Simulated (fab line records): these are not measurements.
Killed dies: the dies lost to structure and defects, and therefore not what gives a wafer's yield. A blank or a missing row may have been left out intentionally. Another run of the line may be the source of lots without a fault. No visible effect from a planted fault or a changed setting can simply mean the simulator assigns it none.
Split-lot trial || flow gf180mcu || route with 602 steps; 5 lots, 23 wafers read

SPLIT DETAILS
At GF_SALICIDE_SPUTTER_02 (material Co, target thk 10 nm, time 20 s), the setting time_s was moved away from the recipe's 20 s on 7 of the 23 wafers read, by -9.7% to -5.5%. All remaining wafers had this setting at the recipe value.

BETWEEN THE SPLIT AND THE READING: the file shows 1 step in between
- GF_SALICIDE_SPUTTER_03: material TiN, target thk 20 nm, time 16.7 s

THE READING
At GF_SALICIDE_RS_MEAS_04, a four-point-probe measurement gives SALICIDE_TIN_RS in ohm/sq. Fault-free wafers of this fab line usually give 16.3 ohm/sq, standard deviation 0.3 ohm/sq.

{"wafer": "L079.1", "tool, chamber at the split": "pvd_sputter-04, -", "time_s as run, s": 20, "against the recipe": "recipe", "SALICIDE_TIN_RS, ohm/sq": 16.0, "against lot-mates on the recipe": "-"}
{"wafer": "L079.3", "tool, chamber at the split": "pvd_sputter-04, -", "time_s as run, s": 18.89, "against the recipe": "-5.5%", "SALICIDE_TIN_RS, ohm/sq": 17.3, "against lot-mates on the recipe": "+1.1"}
{"wafer": "L079.4", "tool, chamber at the split": "pvd_sputter-04, -", "time_s as run, s": 20, "against the recipe": "recipe", "SALICIDE_TIN_RS, ohm/sq": 16.5, "against lot-mates on the recipe": "-"}
{"wafer": "L079.5", "tool, chamber at the split": "pvd_sputter-04, -", "time_s as run, s": 18.89, "against the recipe": "-5.5%", "SALICIDE_TIN_RS, ohm/sq": 17.3, "against lot-mates on the recipe": "+1.1"}
{"wafer": "L079.6", "tool, chamber at the split": "pvd_sputter-04, -", "time_s as run, s": 20, "against the recipe": "recipe", "SALICIDE_TIN_RS, ohm/sq": 16.1, "against lot-mates on the recipe": "-"}
{"wafer": "L081.1", "tool, chamber at the split": "pvd_sputter-04, -", "time_s as run, s": 18.06, "against the recipe": "-9.7%", "SALICIDE_TIN_RS, ohm/sq": 18.3, "against lot-mates on the recipe": "+1.8"}
{"wafer": "L081.2", "tool, chamber at the split": "pvd_sputter-04, -", "time_s as run, s": 18.06, "against the recipe": "-9.7%", "SALICIDE_TIN_RS, ohm/sq": 18.0, "against lot-mates on the recipe": "+1.5"}
{"wafer": "L081.3", "tool, chamber at the split": "pvd_sputter-04, -", "time_s as run, s": 18.06, "against the recipe": "-9.7%", "SALICIDE_TIN_RS, ohm/sq": 17.8, "against lot-mates on the recipe": "+1.3"}
{"wafer": "L081.5", "tool, chamber at the split": "pvd_sputter-04, -", "time_s as run, s": 20, "against the recipe": "recipe", "SALICIDE_TIN_RS, ohm/sq": 16.6, "against lot-mates on the recipe": "-"}
{"wafer": "L081.6", "tool, chamber at the split": "pvd_sputter-04, -", "time_s as run, s": 20, "against the recipe": "recipe", "SALICIDE_TIN_RS, ohm/sq": 16.4, "against lot-mates on the recipe": "-"}
{"wafer": "L080.1", "tool, chamber at the split": "pvd_sputter-01, -", "time_s as run, s": 20, "against the recipe": "recipe", "SALICIDE_TIN_RS, ohm/sq": 16.1, "against lot-mates on the recipe": "-"}
{"wafer": "L080.2", "tool, chamber at the split": "pvd_sputter-01, -", "time_s as run, s": 20, "against the recipe": "recipe", "SALICIDE_TIN_RS, ohm/sq": 16.3, "against lot-mates on the recipe": "-"}
{"wafer": "L080.3", "tool, chamber at the split": "pvd_sputter-01, -", "time_s as run, s": 20, "against the recipe": "recipe", "SALICIDE_TIN_RS, ohm/sq": 16.2, "against lot-mates on the recipe": "-"}
{"wafer": "L080.4", "tool, chamber at the split": "pvd_sputter-01, -", "time_s as run, s": 20, "against the recipe": "recipe", "SALICIDE_TIN_RS, ohm/sq": 16.5, "against lot-mates on the recipe": "-"}
{"wafer": "L080.5", "tool, chamber at the split": "pvd_sputter-01, -", "time_s as run, s": 20, "against the recipe": "recipe", "SALICIDE_TIN_RS, ohm/sq": 16.5, "against lot-mates on the recipe": "-"}
{"wafer": "L082.1", "tool, chamber at the split": "pvd_sputter-04, -", "time_s as run, s": 18.43, "against the recipe": "-7.9%", "SALICIDE_TIN_RS, ohm/sq": 17.6, "against lot-mates on the recipe": "+1.7"}
{"wafer": "L082.2", "tool, chamber at the split": "pvd_sputter-04, -", "time_s as run, s": 20, "against the recipe": "recipe", "SALICIDE_TIN_RS, ohm/sq": 15.7, "against lot-mates on the recipe": "-"}
{"wafer": "L082.3", "tool, chamber at the split": "pvd_sputter-04, -", "time_s as run, s": 18.43, "against the recipe": "-7.9%", "SALICIDE_TIN_RS, ohm/sq": 17.6, "against lot-mates on the recipe": "+1.7"}
{"wafer": "L082.4", "tool, chamber at the split": "pvd_sputter-04, -", "time_s as run, s": 20, "against the recipe": "recipe", "SALICIDE_TIN_RS, ohm/sq": 15.8, "against lot-mates on the recipe": "-"}
{"wafer": "L082.5", "tool, chamber at the split": "pvd_sputter-04, -", "time_s as run, s": 20, "against the recipe": "recipe", "SALICIDE_TIN_RS, ohm/sq": 16.1, "against lot-mates on the recipe": "-"}
{"wafer": "L085.3", "tool, chamber at the split": "pvd_sputter-03, -", "time_s as run, s": 20, "against the recipe": "recipe", "SALICIDE_TIN_RS, ohm/sq": 15.9, "against lot-mates on the recipe": "-"}
{"wafer": "L085.4", "tool, chamber at the split": "pvd_sputter-03, -", "time_s as run, s": 20, "against the recipe": "recipe", "SALICIDE_TIN_RS, ohm/sq": 15.8, "against lot-mates on the recipe": "-"}
{"wafer": "L085.6", "tool, chamber at the split": "pvd_sputter-03, -", "time_s as run, s": 20, "against the recipe": "recipe", "SALICIDE_TIN_RS, ohm/sq": 15.8, "against lot-mates on the recipe": "-"}

FIT RESULTS
A straight line over all 23 wafers: SALICIDE_TIN_RS changes by -0.194 ohm/sq for each +1% of time_s; r = -0.95; the points scatter about the line by 0.26 ohm/sq.
The same after taking each lot's own level away (the mean of its wafers on the recipe; 23 wafers): -0.178 ohm/sq for each +1%; r = -0.96; scatter 0.2 ohm/sq.
The reading moves by 1.7 ohm/sq for the largest change in time_s, on that fit.
The span of the lots' own levels, 15.83 to 16.50 ohm/sq, comes to 2.2 times the standard deviation stated above.
The two slopes agree, so the slope changes little with the lot-to-lot level.
Check: with one of the wafers moved furthest among these (-9.7%) left out of the fit, the line predicts +1.73 ohm/sq for it against its lot-mates. It came out at +1.8 ohm/sq against them.

THE WHOLE CHAIN: every reading that the file lists as answering this split, in the file's order
{"step": "GF_SALICIDE_SPUTTER_02", "what it does": "material Co, target thk 10 nm, time 20 s", "reading": "Co_of_SALICIDE_SPUTTER_02.thk_nm (the simulator's own value, which no gauge read)", "change (the file's fit)": "+0.103 nm for each +1% of the setting", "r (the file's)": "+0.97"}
{"step": "GF_SALICIDE_RS_MEAS_04", "what it does": "measures by four-point-probe", "reading": "SALICIDE_TIN_RS", "change (the file's fit)": "-0.186 for each +1% of the setting", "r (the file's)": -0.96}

THE FILE'S OWN FIT
SALICIDE_TIN_RS changes by -0.186 ohm/sq for each +1% of time_s, r = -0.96.
